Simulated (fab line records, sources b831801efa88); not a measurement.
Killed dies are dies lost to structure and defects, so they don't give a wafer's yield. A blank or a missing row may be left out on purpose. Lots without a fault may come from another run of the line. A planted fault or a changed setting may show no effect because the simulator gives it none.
Which tool did it? | flow gf180mcu | 12 lots, 36 wafers sampled, at 1 step of a route of 602

WHAT THE GAUGES READ, wafer by wafer
GF_HV_LDD_THK_MEAS_57. Usual: HV_LDD_CVD_56_THK 89.7 nm, standard deviation 0.92.
lot  | measured     | on            | HV_LDD_CVD_56_THK (nm) | flag
L590 | day 12 17:40 | film_metro-04 | 90.0 90.4 89.7         |
L595 | day 14 12:22 | film_metro-02 | 88.5 89.4 88.6         |
L596 | day 14 19:52 | film_metro-01 | 89.8 89.9 89.5         |
L598 | day 15 15:04 | film_metro-02 | 89.2 89.0 89.2         |
L603 | day 17 10:46 | film_metro-04 | 91.0 91.2 91.0         |
L604 | day 17 22:02 | film_metro-04 | 88.3 88.5 87.9         |
L605 | day 18 06:50 | film_metro-02 | 89.6 89.4 89.1         |
L606 | day 18 18:52 | film_metro-04 | 92.3 91.8 91.9         |
L608 | day 19 08:49 | film_metro-04 | 89.0 88.6 88.8         |
L610 | day 19 23:19 | film_metro-02 | 90.2 89.2 89.3         |
L609 | day 19 23:46 | film_metro-02 | 89.3 89.9 90.6         |
L612 | day 20 09:25 | film_metro-02 | 89.3 89.3 89.0         |

WHICH TOOL RAN EACH LOT (tool, then ch and the chambers of the sampled wafers, then the start)
The record holds no process step before these readings.

WHAT THE TOOLS THEMSELVES READ (means of the sampled wafers that have a number; where no wafer has one, the mark that the record gives instead)
The record holds no such reading with a usual standard deviation.

THE ANSWER, worked out from the rows above alone
Rule: a lot is off if the mean of its wafers that have a number lies more than 3 standard deviations from the usual mean. A lot without any number at a reading at which 4 lots or more have one is off too. The other lots that the step has rows for count as sound. The gauges are gone through in route order, then the tools' own readings, and for those a lot's mean is taken as printed above. The first step at which some lot is off is used, and at that step the reading that is off furthest; a lot without a number counts as furthest.
No lot is off at any reading shown: from this, nothing can be told.

WHAT THE SIMULATOR HAD PUT IN
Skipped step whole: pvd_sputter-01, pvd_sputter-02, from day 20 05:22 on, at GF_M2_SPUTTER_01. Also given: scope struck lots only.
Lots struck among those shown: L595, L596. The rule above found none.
